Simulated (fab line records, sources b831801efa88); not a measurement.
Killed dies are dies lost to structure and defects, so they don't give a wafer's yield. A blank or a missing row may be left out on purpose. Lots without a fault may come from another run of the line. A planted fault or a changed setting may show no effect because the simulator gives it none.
One fault seen from 2 desks | flow sky130 | each desk has only its own numbers; what lay behind them comes last

THE METROLOGY DESK
What the gauges read, lot by lot, whatever tool the lot ran on: means of the sampled wafers that have a number. A lot is out of limits, marked OUT, if its mean lies more than 4 standard deviations from the usual mean; the brackets give that distance.
Columns: A = LDD_LDN_OVL at SKY_LDD_LDN_OVL_MEAS_07, usual 0.1 nm; B = LDD_LDN_TW at SKY_LDD_LDN_TW_MEAS_13, usual 1477
lot  | first seen here | A    | B
L794 | day 23 06:08    | -2.3 | 1482
L795 | day 23 09:01    | 0.2  | 1484
L796 | day 23 20:34    | -1.1 | 1476
L797 | day 23 20:59    | 1.7  | 1485
L799 | day 24 18:05    | 0.3  | 1481
L801 | day 25 07:41    | 1.7  | 1471
L800 | day 25 07:59    | -0.1 | 1475
L809 | day 28 07:04    | 0.3  | 1424 (-7.6) OUT
L813 | day 29 04:01    | 1.0  | 1482
L812 | day 29 05:16    | -0.1 | 1438 (-5.7) OUT
L814 | day 29 16:34    | 2.6  | 1489
L815 | day 30 09:13    | -0.1 | 1476
This desk's finding: out of limits on L809, L812; first on L809, day 28 07:47 (LDD_LDN_TW at SKY_LDD_LDN_TW_MEAS_13). In limits: L794, L795, L796, L797, L799, L801, L800, L813, L814, L815.

THE TOOL OWNER'S DESK: implanter-02
The tool's own readings at SKY_LDD_LDN_IMPLANT_08: means of the sampled wafers that have a number, for each lot that ran on this tool. A lot is out of limits, marked OUT, if its mean lies more than 4 standard deviations from the usual mean; the brackets give that distance.
Columns: A = beam_energy_keV at SKY_LDD_LDN_IMPLANT_08, usual 15.001; B = dose_ions_cm2 at SKY_LDD_LDN_IMPLANT_08, usual 1.25e+13; C = faraday_current_uA at SKY_LDD_LDN_IMPLANT_08, usual 70.4
lot  | first seen here | A      | B                          | C
L799 | day 24 18:07    | 15.003 | 1.25e+13                   | 69.3
L800 | day 25 08:13    | 15.006 | 1.25e+13                   | 70.5
L809 | day 28 07:05    | 15.000 | 7.27e+12 (-99 or more) OUT | 41.1 (-23) OUT
L812 | day 29 05:18    | 15.007 | 7.26e+12 (-99 or more) OUT | 40.4 (-23) OUT
This desk's finding: out of limits on L809, L812; first on L809, day 28 07:05 (dose_ions_cm2 at SKY_LDD_LDN_IMPLANT_08). In limits: L799, L800.

PUT TOGETHER
The tool owner's desk could have raised an alarm at day 28 07:05, on L809, L812.
The metrology desk could have raised an alarm at day 28 07:47, on L809, L812.
Of the lots named, all ran SKY_LDD_LDN_IMPLANT_08 on implanter-02.

WHAT THE SIMULATOR HAD PUT IN
Process parameter drift: implanter-02, from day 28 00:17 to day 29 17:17, at SKY_LDD_LDN_IMPLANT_08. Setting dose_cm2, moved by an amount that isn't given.
Lots struck among those shown: L809, L812.
Hours from the fault's start to each desk's first reading out of limits: the tool owner's desk, 7; the metrology desk, 8.
